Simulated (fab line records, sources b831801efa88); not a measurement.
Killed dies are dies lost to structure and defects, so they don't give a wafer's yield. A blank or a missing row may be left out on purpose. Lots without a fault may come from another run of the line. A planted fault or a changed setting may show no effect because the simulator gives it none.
fab line records | flow sky130
record lots=5 wafers=15 last_day=50
route steps=708 shown METAL3@570 VIA3@573 PAD_OPEN@708
lots that met no fault: from a run of the same line without faults
start_h: hours from the record's first day to the start of the lot's first wafer shown | wait_h: hours since the lot's step before | " the same as in the row above | L1.1+2: a row that stands for several wafers | - no value, or no start given | * or withheld: withheld | < > ~ a bound
route shown NAME@n: a module of which the file shows steps, and the number in the route of the first | usual: mean/standard deviation of fault-free wafers | same: alike in all rows | chamber/n: place in a boat | sites: the reading at each site | _std_site: their standard deviation | _edge_site: outer sites' mean less inner sites' | radius_mm: how far each site lies from the wafer's centre | mask NAME#n: copy n | behind: the tool/chamber that last shaped the wafer | hold: why the lot was held/for how many hours/how that ended | device: the transistor (n, p or np) that didn't switch | end of line: the same wafers' tests at the end of the route | a step without rows: its recipe alone | killed: dies lost to structure and defects at the first sort, not the wafer's yield | map: a wafer's dies, x killed, . not, _ none there
set.NAME: the setting as run; set.NAME@STEP: as run at that earlier step | model.NAME: the simulator's own value behind a step, which no gauge read
lots at some steps of the route; a table a step, a row a wafer
services: from which hour (start_h, from the record's first day; less than 0 if before it) a tool's chamber was out of use, for how many hours, and why
## steps
# step SKY_METAL3_STRIP_20
# recipe chemistry=post_etch_residue_remover time_s=1200 temp_c=72.5
# step SKY_METAL3_CLEAN_21
# recipe chemistry=IPA time_s=180 temp_c=25
# step SKY_METAL3_CLEAN_22
# recipe chemistry=O3/DIW dry=n2_spin
# step SKY_VIA3_HDPCVD_00
# recipe material=SiO2 target_thk_nm=1635 sigma_open_frac=0.3 time_s=272.5 temp_c=400 sih4_flow_sccm=60 pressure_mtorr=6
# step SKY_VIA3_THK_MEAS_01
# recipe reads=SiO2_of_VIA3_HDPCVD_00
# usual VIA3_HDPCVD_THK=1640/15
# columns lot.wafer tool chamber start_h wait_h VIA3_HDPCVD_THK[nm]
L631.1 film_metro-03 - 931.76 0.1 1620
L631.3 " - " " 1651
L631.4 " - " " 1618
L632.2 film_metro-01 - 939.77 0.1 1634
L632.4 " - " " 1643
L632.6 " - " " 1640
L640.2 film_metro-01 - 984.87 0.1 1626
L640.3 " - " " 1626
L640.4 " - " " 1629
L646.3 film_metro-02 - 1031.68 0.1 1655
L646.5 " - " " 1647
L646.6 " - " " 1627
L651.1 film_metro-01 - 1057.66 0.1 1623
L651.4 " - " " 1637
L651.5 " - " " 1620
# step SKY_VIA3_CMP_02
# recipe material=SiO2 down_force_psi=4 platen_rpm=60 pad_velocity_m_s=0.94248
# usual motor_current_A=12.2/1.2 platen_rpm=60.00/0.039 slurry_filter_dp_kPa=13.50/0.14
# columns lot.wafer tool chamber start_h wait_h motor_current_A platen_rpm slurry_filter_dp_kPa
L631.1 cmp-02 3 931.87 0.1 13.1 59.99 13.40
L631.3 " 0 " " 10.1 60.01 13.40
L631.4 " 1 " " 14.1 59.99 13.80
L632.4 cmp-02 1 940.12 0.3 13.6 60.06 13.32
L632.2 " 2 " " 13.0 60.07 13.30
L632.6 " 3 " " 12.9 59.98 13.61
L640.3 cmp-01 2 984.92 0.0 13.8 59.94 13.43
L640.2 " 3 " " 11.9 60.08 13.42
L640.4 " 0 " " 11.0 59.97 13.45
L646.3 cmp-02 0 1031.82 0.1 10.7 59.99 13.32
L646.5 " 2 " " 13.1 60.07 13.53
L646.6 " 3 " " 13.2 59.91 13.48
L651.4 cmp-01 3 1057.72 0.0 11.9 60.02 13.74
L651.1 " 1 " " 11.3 60.07 13.64
L651.5 " 0 " " 10.8 59.98 13.49
# step SKY_VIA3_BOW_MEAS_03
# recipe mode=bow
# usual VIA3_BOW=80/8
# columns lot.wafer tool chamber start_h wait_h VIA3_BOW[um]
L631.1 film_metro-03 - 932.17 0.2 73
L631.3 " - " " 77
L631.4 " - " " 79
L632.2 film_metro-03 - 940.34 0.1 81
L632.4 " - " " 78
L632.6 " - " " 74
L640.2 film_metro-02 - 985.24 0.2 89
L640.3 " - " " 93
L640.4 " - " " 85
L646.3 film_metro-01 - 1032.06 0.2 89
L646.5 " - " " 84
L646.6 " - " " 92
L651.1 film_metro-01 - 1058.02 0.1 91
L651.4 " - " " 97
L651.5 " - " " 92
# step SKY_VIA3_DEHYDRATE_04
# recipe temp_c=200 time_s=60
# step SKY_VIA3_HMDS_05
# recipe prime_time_s=60 prime_temp_c=120
# step SKY_VIA3_COAT_06
# recipe resist=BARC temp_c=withheld time_s=withheld spin_rpm=3000 resist_thk_nm=60
# step SKY_VIA3_COAT_07
# recipe resist=KrF-thick spin_rpm=3000 resist_thk_nm=450
# step SKY_VIA3_SOFTBAKE_08
# recipe temp_c=100 time_s=90 resist=KrF-thick
# step SKY_VIA3_EXPOSE_09
# recipe mask_id=VIM3 na=0.8 source_shape=annular sigma_inner=0.55 sigma_outer=0.85 target_cd_nm=200 dose_mj=38
# columns lot.wafer tool chamber start_h wait_h mask
L631.1+3+4 krf_scanner-01 0 944.14 - VIM3#0
L632.2+4+6 krf_scanner-01 0 953.93 - VIM3#0
L640.2+3+4 krf_scanner-01 0 997.33 - VIM3#0
L646.3+5+6 krf_scanner-01 0 1043.45 - VIM3#0
L651.1+4+5 krf_scanner-02 0 1069.31 - VIM3#0
# step SKY_VIA3_PEB_10
# recipe peb_temp_c=withheld peb_time_s=withheld resist=KrF-thick
# step SKY_VIA3_DEVELOP_11
# recipe develop_time_s=60 resist=KrF-thick dev_temp_c=21
# step SKY_VIA3_CD_MEAS_12
# recipe target_cd_nm=200
# usual cd_nm=200.1/1.4
# columns lot.wafer tool chamber start_h wait_h hold cd_nm
L631.1 cd_sem-02 - 957.14 - - 199.4
L631.3 " - " " - 198.6
L631.4 " - " " - 198.4
L632.2 cd_sem-01 - 965.81 - - 199.6
L632.4 " - " " - 201.1
L632.6 " - " " - 201.1
L640.2 cd_sem-01 - 1009.01 - - 202.9
L640.3 " - " " - 203.4
L640.4 " - " " - 203.5
L646.3 cd_sem-01 - 1055.45 - await_dispo/0.2h/release 200.5
L646.5 " - " " await_dispo/0.2h/release 101.4
L646.6 " - " " await_dispo/0.2h/release 201.4
L646.3 cd_sem-01 - 1055.74 0.3 - 200.6
L646.5 " - " " - 101.5
L646.6 " - " " - 200.8
L651.1 cd_sem-01 - 1080.51 - - 199.4
L651.4 " - " " - 199.3
L651.5 " - " " - 199.3
# step SKY_VIA3_OVL_MEAS_13
# usual VIA3_OVL=2/4.8
# columns lot.wafer tool chamber start_h wait_h hold VIA3_OVL[nm]
L631.1 overlay-01 - 957.26 0.1 - -2
L631.3 " - " " - -6
L631.4 " - " " - 0
L632.2 overlay-01 - 965.92 0.1 - 2
L632.4 " - " " - 4
L632.6 " - " " - 1
L640.2 overlay-02 - 1009.12 0.1 - 5
L640.3 " - " " - 6
L640.4 " - " " - 9
L646.3 overlay-02 - 1058.41 2.7 await_dispo/2.6h/release -4
L646.5 " - " " await_dispo/2.6h/release 5
L646.6 " - " " await_dispo/2.6h/release -12
L651.1 overlay-01 - 1080.63 0.1 - 2
L651.4 " - " " - 5
L651.5 " - " " - 2
# step SKY_VIA3_ETCH_14
# recipe chemistry=N2/H2 target=BARC ion_energy_ev=200 source_w=500 bias_w=100 pressure_mtorr=30 n2_flow_sccm=100 h2_flow_sccm=200 stop_on=SiO2 time_s=45.9 target_depth_a=600
# usual drypump_motor_current_A=6.0/0.64 h2_flow_sccm=200.0/0.62 oes_product_au=0.854/0.0048 throttle_valve_pct=13.225/0.0088
# same time_s=45.9
# columns lot.wafer tool chamber start_h wait_h drypump_motor_current_A h2_flow_sccm oes_product_au rf_hours_counter_h throttle_valve_pct model.VIA3.cd_nm
L631.1 rie_diel-04 2 957.30 0.0 6.5 199.5 0.855 21 13.230 198.5
L631.3 " 1 " " 6.0 199.2 0.853 13 13.232 198.1
L631.4 " 0 " " 4.9 200.6 0.850 11 13.227 197.8
L632.2 rie_diel-04 2 965.95 0.0 6.5 199.3 0.849 21 13.212 199.1
L632.4 " 1 " " 6.0 200.3 0.847 13 13.229 200.3
L632.6 " 3 " " 6.7 200.0 0.848 - 13.226 201.5
L640.2 rie_diel-03 3 1009.15 0.0 5.0 199.2 0.859 19 13.242 202.4
L640.3 " 0 " " 6.7 199.8 0.850 18 13.234 203.3
L640.4 " 3 " " 5.0 199.9 0.857 - 13.211 203.2
L646.3 rie_diel-03 0 1058.43 0.0 6.8 199.2 0.851 20 13.221 201.1
L646.5 " 2 " " 5.9 199.6 0.848 - 13.221 101.2
L646.6 " 0 " " 6.8 199.3 0.860 - 13.220 201.5
L651.1 rie_diel-03 1 1080.66 0.0 6.2 199.1 0.855 0 13.222 199.9
L651.4 " 0 " " 6.7 199.4 0.851 21 13.225 199.8
L651.5 " 3 " " 5.0 200.4 0.852 - 13.218 199.7
# step SKY_VIA3_ETCH_15
# recipe target=SiO2 chemistry=C4F8/O2/Ar target_depth_nm=507 stop_on=TiN mask_material=KrF-thick source_w=1500 bias_w=1200 pressure_mtorr=40 c4f8_flow_sccm=withheld O2_flow_sccm=6 Ar_flow_sccm=300 time_s=78
# usual oes_product_au=0.947/0.005
# same time_s=78
# columns lot.wafer tool chamber start_h wait_h oes_product_au model.VIA3.cd_nm
L631.1 rie_diel-04 2 957.34 0.0 0.945 199.6
L631.3 " 1 " " 0.954 202.4
L631.4 " 0 " " 0.947 197.7
L632.2 rie_diel-04 2 965.99 0.0 0.941 199.1
L632.4 " 1 " " 0.941 201.7
L632.6 " 3 " " 0.945 199.3
L640.2 rie_diel-03 3 1009.19 0.0 0.947 199.7
L640.3 " 0 " " 0.947 203.3
L640.4 " 3 " " 0.942 202.1
L646.3 rie_diel-03 0 1058.48 0.0 0.945 200.9
L646.5 " 2 " " 0.952 106.9
L646.6 " 0 " " 0.947 201.7
L651.1 rie_diel-03 1 1080.71 0.0 0.950 197.7
L651.4 " 0 " " 0.942 200.2
L651.5 " 3 " " 0.946 199.5
# step SKY_VIA3_STRIP_16
# recipe chemistry=O2/N2 power_w=1400 pressure_mtorr=1500 platen_temp_c=withheld o2_flow_sccm=3000 n2_flow_sccm=300 overash_fraction=0.5
# usual drypump_motor_current_A=5.8/0.4 o2_flow_sccm=3001/8.6 oes_product_au=0.403/0.0043 strip_time_to_endpoint_s=4.141/0.023
# columns lot.wafer tool chamber start_h wait_h drypump_motor_current_A o2_flow_sccm oes_product_au rf_hours_counter_h strip_time_to_endpoint_s
L631.1 plasma_asher-04 0 957.40 0.0 5.3 2996 0.395 104 4.161
L631.3 " 0 " " 5.3 2973 0.399 - 4.121
L631.4 " 1 " " 6.1 3007 0.401 - 4.153
L632.2 plasma_asher-01 1 966.05 0.0 5.1 3002 0.402 22 4.188
L632.4 " 0 " " 6.0 3004 0.406 - 4.153
L632.6 " 0 " " 6.0 3005 0.403 - 4.148
L640.2 plasma_asher-02 0 1009.25 0.0 6.0 3007 0.397 89 4.132
L640.3 " 0 " " 5.9 3009 0.406 - 4.146
L640.4 " 1 " " 6.1 3001 0.404 - 4.159
L646.3 plasma_asher-01 0 1058.61 0.1 6.0 3004 0.404 - 4.150
L646.5 " 0 " " 6.0 2999 0.407 - 4.127
L646.6 " 1 " " 5.1 3026 0.396 - 4.144
L651.1 plasma_asher-01 0 1080.77 0.0 6.0 2985 0.408 33 4.174
L651.4 " 1 " " 5.1 2994 0.402 - 4.171
L651.5 " 0 " " 6.0 3002 0.406 - 4.192
# step SKY_PAD_OPEN_PROBE_99
# usual defect_limited_yield=82.3/1.8 killed_at_M0_to_M3=43/6.9 killed_at_M4_up=3.2/1.6 killed_at_contacts=25/5.1 killed_at_front_end=16/4.5 killed_at_other=0.3/0.68 killed_dies=87/8.9 killed_on_rim=16/3.6 killed_open=48/6.9 killed_short=39/6.3 sort_bin_3_pad_short=0.8/0.4 sort_bin_5_function=10.5/1.4 sort_bin_6_memory=6.4/1.1 sort_n_pass=405/8.9 sort_yield_pct=82.3/1.8
# same gross_dies=492 killed_at_back_side=0 sort_bin_4_leakage[%]=0 sort_bin_8_speed[%]=0
# columns lot.wafer tool chamber start_h wait_h hold defect_limited_yield[%] killed_at_M0_to_M3 killed_at_M4_up killed_at_contacts killed_at_front_end killed_at_other killed_dies killed_on_rim killed_open killed_short sort_bin_3_pad_short[%] sort_bin_5_function[%] sort_bin_6_memory[%] sort_n_pass sort_yield_pct[%]
L631.1 prober-01 - 1105.48 0.1 - 81.9 49 3 25 11 1 89 18 55 34 0.6 9.3 8.1 403 81.9
L631.3 prober-01 - 1105.58 0.2 - 83.5 33 4 22 22 0 81 10 39 42 1.0 9.6 5.9 411 83.5
L631.4 prober-01 - 1105.63 0.2 - 84.1 35 4 25 13 1 78 12 38 40 1.0 9.1 5.7 414 84.1
L632.2 prober-02 - 1114.63 0.1 - 81.3 31 6 34 21 0 92 20 51 41 1.0 10.6 7.1 400 81.3
L632.4 prober-02 - 1114.73 0.2 - 83.5 44 2 18 17 0 81 13 45 36 1.4 10.6 4.5 411 83.5
L632.6 prober-02 - 1114.83 0.2 - 79.7 55 4 17 23 1 100 16 50 50 1.4 10.2 8.7 392 79.7
L640.2 prober-01 - 1148.69 0.1 - 81.1 49 1 25 18 0 93 14 51 42 1.0 10.4 7.5 399 81.1
L640.3 prober-01 - 1148.74 0.2 - 81.5 47 4 29 10 1 91 14 50 40 0.8 10.6 7.1 401 81.5
L640.4 prober-01 - 1148.79 0.2 - 80.3 44 5 29 19 0 97 23 64 33 1.0 13.2 5.5 395 80.3
L646.3 prober-01 - 1184.83 0.2 await_dispo/3.7h/release 81.5 46 1 29 15 0 91 16 48 43 1.2 10.4 6.9 401 81.5
L646.5 prober-01 - 1184.93 0.2 await_dispo/3.7h/release 0 444 2 29 17 0 492 96 54 35 0.6 94.3 5.1 0 0
L646.6 prober-01 - 1184.98 0.2 await_dispo/3.7h/release 82.7 43 1 23 18 0 85 22 54 31 0.6 11.4 5.3 407 82.7
L651.1 prober-01 - 1204.49 0.1 - 82.1 40 0 32 16 0 88 14 46 42 1.2 9.6 7.1 404 82.1
L651.4 prober-01 - 1204.64 0.2 - 79.9 47 3 25 24 0 99 16 53 46 1.4 13.4 5.3 393 79.9
L651.5 prober-01 - 1204.69 0.2 - 83.5 35 1 28 17 0 81 20 39 42 0.6 10.8 5.1 411 83.5
# killed by level:class
L631.1 VIA1:geometric_particle:open=11 VIA3:geometric_particle:open=11 CONTACT:geometric_particle:open=9 LI_CONTACT:geometric_particle:open=7 VIA2:geometric_particle:short=7 LOCAL_INTERCONNECT:geometric_particle:short=6 FIELD_ISO:geometric_particle:open=5 VIA2:geometric_particle:open=5
L631.3 CONTACT:geometric_particle:open=9 VIA1:geometric_particle:open=7 LI_CONTACT:geometric_particle:open=6 FIELD_ISO:geometric_particle:short=5 POLY_GATE:geometric_particle:short=5 CONTACT:geometric_particle:short=5 METAL1:geometric_particle:short=5 POLY_CUT:geometric_particle:open=4
L631.4 CONTACT:geometric_particle:open=9 METAL1:geometric_particle:short=7 POLY_GATE:geometric_particle:short=6 LI_CONTACT:geometric_particle:open=5 LOCAL_INTERCONNECT:geometric_particle:short=5 VIA1:geometric_particle:open=5 CONTACT:geometric_particle:short=4 METAL2:geometric_particle:short=4
L632.2 LI_CONTACT:geometric_particle:open=10 CONTACT:geometric_particle:open=10 VIA1:geometric_particle:open=7 FIELD_ISO:geometric_particle:open=6 CONTACT:geometric_particle:short=6 VIA3:geometric_particle:open=6 METAL4:geometric_particle:short=6 POLY_GATE:geometric_particle:open=5
L632.4 VIA1:geometric_particle:open=13 FIELD_ISO:geometric_particle:short=7 CONTACT:geometric_particle:open=7 VIA1:geometric_particle:short=7 VIA3:geometric_particle:open=5 FIELD_ISO:geometric_particle:open=4 METAL1:geometric_particle:short=4 VIA3:geometric_particle:short=4
L632.6 VIA1:geometric_particle:open=12 FIELD_ISO:geometric_particle:open=7 VIA1:geometric_particle:short=7 METAL2:geometric_particle:short=7 LOCAL_INTERCONNECT:geometric_particle:short=6 METAL1:geometric_particle:open=5 METAL1:geometric_particle:short=5 POLY_GATE:geometric_particle:open=4
L640.2 VIA1:geometric_particle:open=15 LOCAL_INTERCONNECT:geometric_particle:short=8 VIA2:geometric_particle:open=7 POLY_GATE:geometric_particle:open=6 LI_CONTACT:geometric_particle:open=6 VIA2:geometric_particle:short=6 VIA3:geometric_particle:open=6 CONTACT:geometric_particle:short=5
L640.3 VIA1:geometric_particle:open=10 CONTACT:geometric_particle:open=9 LI_CONTACT:geometric_particle:open=7 LI_CONTACT:geometric_particle:short=6 VIA2:geometric_particle:open=6 LOCAL_INTERCONNECT:geometric_particle:short=5 VIA3:geometric_particle:open=5 METAL1:geometric_particle:open=5
L640.4 VIA1:geometric_particle:open=12 CONTACT:geometric_particle:open=11 VIA3:geometric_particle:open=9 LI_CONTACT:geometric_particle:open=6 POLY_GATE:geometric_particle:open=5 POLY_GATE:geometric_particle:short=5 VIA2:geometric_particle:open=5 CONTACT:geometric_particle:short=5
L646.3 VIA1:geometric_particle:open=10 LI_CONTACT:geometric_particle:open=9 CONTACT:geometric_particle:open=8 VIA2:geometric_particle:short=8 CONTACT:geometric_particle:short=7 VIA2:geometric_particle:open=7 METAL2:geometric_particle:short=6 POLY_GATE:geometric_particle:short=4
L646.5 VIA3:area_expose=403 CONTACT:geometric_particle:open=11 LI_CONTACT:geometric_particle:open=10 VIA1:geometric_particle:open=9 VIA2:geometric_particle:open=7 VIA3:geometric_particle:open=7 VIA1:geometric_particle:short=6 FIELD_ISO:geometric_particle:short=5
L646.6 VIA1:geometric_particle:open=11 CONTACT:geometric_particle:open=9 VIA3:geometric_particle:open=7 VIA2:geometric_particle:open=7 METAL1:geometric_particle:short=6 POLY_GATE:geometric_particle:open=5 LI_CONTACT:geometric_particle:open=5 LOCAL_INTERCONNECT:geometric_particle:short=5
L651.1 CONTACT:geometric_particle:open=12 LI_CONTACT:geometric_particle:open=8 METAL1:geometric_particle:short=8 VIA2:geometric_particle:open=7 CONTACT:geometric_particle:short=6 VIA1:geometric_particle:open=6 VIA1:geometric_particle:short=6 FIELD_ISO:geometric_particle:short=4
L651.4 CONTACT:geometric_particle:open=12 FIELD_ISO:geometric_particle:short=10 METAL1:geometric_particle:short=9 FIELD_ISO:geometric_particle:open=8 LI_CONTACT:geometric_particle:open=8 VIA3:geometric_particle:open=7 VIA2:geometric_particle:open=7 VIA1:geometric_particle:short=6
L651.5 CONTACT:geometric_particle:open=13 VIA1:geometric_particle:open=8 FIELD_ISO:geometric_particle:short=7 LOCAL_INTERCONNECT:geometric_particle:short=5 VIA1:geometric_particle:short=5 VIA3:geometric_particle:open=5 LI_CONTACT:geometric_particle:open=4 CONTACT:geometric_particle:short=4
# map L646.5 (x killed, . not)
__________xxxxxxxxxx_________
________xxxxxxxxxxxxxx_______
______xxxxxxxxxxxxxxxxxx_____
_____xxxxxxxxxxxxxxxxxxxx____
____xxxxxxxxxxxxxxxxxxxxxx___
___xxxxxxxxxxxxxxxxxxxxxxxx__
__xxxxxxxxxxxxxxxxxxxxxxxxxx_
_xxxxxxxxxxxxxxxxxxxxxxxxxxxx
_xxxxxxxxxxxxxxxxxxxxxxxxxxxx
_xxxxxxxxxxxxxxxxxxxxxxxxxxxx
_xxxxxxxxxxxxxxxxxxxxxxxxxxxx
_xxxxxxxxxxxxxxxxxxxxxxxxxxxx
_xxxxxxxxxxxxxxxxxxxxxxxxxxxx
_xxxxxxxxxxxxxxxxxxxxxxxxxxxx
_xxxxxxxxxxxxxxxxxxxxxxxxxxxx
__xxxxxxxxxxxxxxxxxxxxxxxxxx_
___xxxxxxxxxxxxxxxxxxxxxxxx__
____xxxxxxxxxxxxxxxxxxxxxx___
_____xxxxxxxxxxxxxxxxxxxx____
______xxxxxxxxxxxxxxxxxx_____
________xxxxxxxxxxxxxx_______
__________xxxxxxxxxx_________
# map L632.6 (x killed, . not)
__________....x....._________
________.x.x......x..._______
______............x....._____
_____x.x....x.......x..x.____
____x....xxxx.x.x.x.x.....___
___........................__
__.........................._
_..x....x..........x..x......
_x....x..........x..........x
_...x..xx.x........x....x...x
_x........xx..x...x.xxxx.....
_..x.x...xx.....x...x......x.
_.....x.....x........xxxx...x
_.x.....x...x.....x...x..x...
_.......x.x.x.x.....x....x...
__............x.x.x...x....._
___...x.x..x.x.x.x..x.x....__
____........x.......x.xx..___
_____...x....xxx..x...x..____
______x.xx...........x.._____
________x....x...x...._______
__________x........x_________
## services
# columns tool chamber start_h hours kind
cmp-02 - 909.76 1.3 repair
cmp-01 - 912.02 4.0 pm
krf_scanner-01 - 916.85 4.0 pm
rie_diel-04 1 917.45 14.3 repair
rie_diel-03 - 919.30 4.3 pm
rie_diel-04 3 921.34 4.2 repair
cmp-01 - 936.09 4.3 pm
plasma_asher-01 - 940.85 2.7 repair
rie_diel-03 2 943.15 97.3 repair
rie_diel-04 - 943.97 0.9 repair
krf_scanner-01 - 945.24 0.8 repair
plasma_asher-02 - 949.75 1.8 repair
rie_diel-03 1 961.12 5.8 repair
krf_scanner-02 - 961.67 0.3 repair
krf_scanner-02 - 962.92 1.0 pm
cmp-01 - 972.57 1.3 repair
rie_diel-03 1 978.35 6.6 repair
krf_scanner-01 - 980.86 1.0 pm
cmp-01 - 985.66 0.4 repair
krf_scanner-01 - 994.20 0.8 pm
rie_diel-03 3 1028.48 1.7 repair
rie_diel-04 0 1036.14 4.3 repair
krf_scanner-01 - 1040.78 1.0 repair
krf_scanner-01 - 1060.22 1.3 pm
## key
first_sign step=SKY_VIA3_CD_MEAS_12 reading=visit direction=added
effect step=SKY_VIA3_CD_MEAS_12 reading=cd_nm direction=down sigmas=69 usual=200.1 struck=101.4
effect step=SKY_PAD_OPEN_PROBE_99 reading=sort_bin_5_function direction=up sigmas=60 usual=10.5 struck=94.3
model_effect step=SKY_VIA3_ETCH_14 value=VIA3.cd_nm without=200.6 struck=101.2
model_effect step=SKY_VIA3_ETCH_15 value=VIA3.cd_nm without=206.1 struck=106.9
more_kills_born_at SKY_VIA3_EXPOSE_09@krf_scanner-01=403
met_at SKY_VIA3_EXPOSE_09
struck_wafers L646.5
later_rows_left_out L646.5
onset_between 997.33 1043.45
fault kind=process_parameter_drift tool=krf_scanner-01 chamber=- onset_h=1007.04 steps=SKY_VIA3_EXPOSE_09 channel=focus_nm offset=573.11 shape=step end_h=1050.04 scope=struck_wafers_only
# later_rows_left_out: the simulator's readings of these wafers behind a module that went badly wrong aren't trusted and aren't shown, but for the sort
